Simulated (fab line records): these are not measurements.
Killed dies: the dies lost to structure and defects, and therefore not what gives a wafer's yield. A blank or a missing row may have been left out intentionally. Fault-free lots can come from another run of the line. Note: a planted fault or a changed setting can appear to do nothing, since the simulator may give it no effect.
Matching of chambers ; flow sfq_line ; SFQ_TRILAYER_I1_CMP_CMP_046 on cmp-02 has 4 sister chambers
The step polishes SiO2. 8 wafers are shown with their chamber, then 9 later ones without.

== WAFERS WITH THEIR CHAMBER ==
wafer;chamber;edge_zone_pressure_frac;time_to_endpoint_s (s)
L574.3;1;1.001;221
L574.5;3;1.000;207
L576.4;0;0.997;236
L576.5;1;0.993;231
L576.6;2;1.009;211
L577.1;0;0.998;212
L577.2;2;1.005;207
L577.4;3;0.993;221

== WAFERS MISSING THEIR CHAMBER ==
wafer;edge_zone_pressure_frac;time_to_endpoint_s (s)
L586.2;0.998;214
L586.3;0.998;217
L586.5;0.997;220
L588.1;1.001;211
L588.2;1.009;208
L588.6;1.002;214
L589.2;0.998;209
L589.4;0.995;208
L589.6;1.005;212

== WHICH CHAMBER EACH ONE RAN IN ==
wafer;from the rows above;in truth
L586.2;can't be placed: 3 or 0 or 1 or 2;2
L586.3;can't be placed: 3 or 0 or 1 or 2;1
L586.5;can't be placed: 0 or 1 or 3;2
L588.1;can't be placed: 3 or 2 or 0 or 1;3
L588.2;2;2
L588.6;can't be placed: 2 or 3 or 0 or 1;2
L589.2;can't be placed: 3 or 0 or 1 or 2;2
L589.4;can't be placed: 3 or 0 or 1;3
L589.6;can't be placed: 2 or 3 or 0 or 1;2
Correct placement for 1 of the 9. Can't be placed from these rows: 8 (the true chamber is among the candidates in 7). Number placed wrongly: 0.
How it was worked out, from the rows above alone: a wafer's distance from a chamber is the root of the sum, over the readings, of the square of ((its reading less the chamber's mean) divided by the reading's scatter). The wafer belongs to the nearest chamber; if the next one is less than 2 further off, it can't be placed. A chamber's mean is the mean of its shown wafers. The scatter: the root of (the sum of the squares of (reading less its chamber's mean) over the shown wafers, divided by (wafers less chambers)).
